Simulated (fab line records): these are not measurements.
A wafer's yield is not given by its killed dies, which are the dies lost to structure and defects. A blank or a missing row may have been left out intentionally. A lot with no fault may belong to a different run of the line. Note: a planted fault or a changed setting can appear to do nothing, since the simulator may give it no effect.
The same fault as seen by 2 desks | flow sky130 | what lay behind the numbers comes last; until then each desk has only its own

## THE METROLOGY DESK
What the gauges read, lot by lot, whatever tool the lot ran on: means of the sampled wafers that have a number. A lot is out of limits, marked OUT, if its mean lies more than 4 standard deviations from the usual mean; the brackets give that distance.
Columns: A = NWELL_01_OVL at SKY_NWELL_OVL_MEAS_23, usual -0.9 nm
lot  | first seen here | A
L645 | day 5 16:47     | 0.3
L646 | day 5 17:07     | -0.1
L647 | day 6 01:14     | -1.2
L649 | day 6 14:52     | -1.0
L657 | day 8 13:01     | 0.3
L658 | day 8 18:08     | -2.4
L661 | day 9 15:19     | 1.3
L663 | day 10 02:31    | -1.8
L664 | day 10 07:25    | -1.4
L665 | day 10 13:58    | -0.5
L667 | day 11 06:56    | -1.5
Result from this desk: across the 11 lots, nothing is out of limits.

## DESK OF THE TOOL OWNER: implanter-03
SKY_POLY_GATE_IMPLANT_02, tool's own readings: per-lot mean of the sampled wafers with a number, covering each lot this tool ran. A lot is out of limits, marked OUT, if its mean lies more than 4 standard deviations from the usual mean; the brackets give that distance.
Columns: A = beam_on_s at SKY_POLY_GATE_IMPLANT_02, usual 36 s
lot  | first seen here | A
L657 | day 20 00:30    | 47
L658 | day 20 04:40    | 46
L667 | day 23 13:45    | 32
Result from this desk: across the 3 lots, nothing is out of limits.

## PUT TOGETHER
From the metrology desk's view, nothing was out of limits.
The desk of the tool owner found nothing out of limits.

## WHAT THE SIMULATOR PUT IN
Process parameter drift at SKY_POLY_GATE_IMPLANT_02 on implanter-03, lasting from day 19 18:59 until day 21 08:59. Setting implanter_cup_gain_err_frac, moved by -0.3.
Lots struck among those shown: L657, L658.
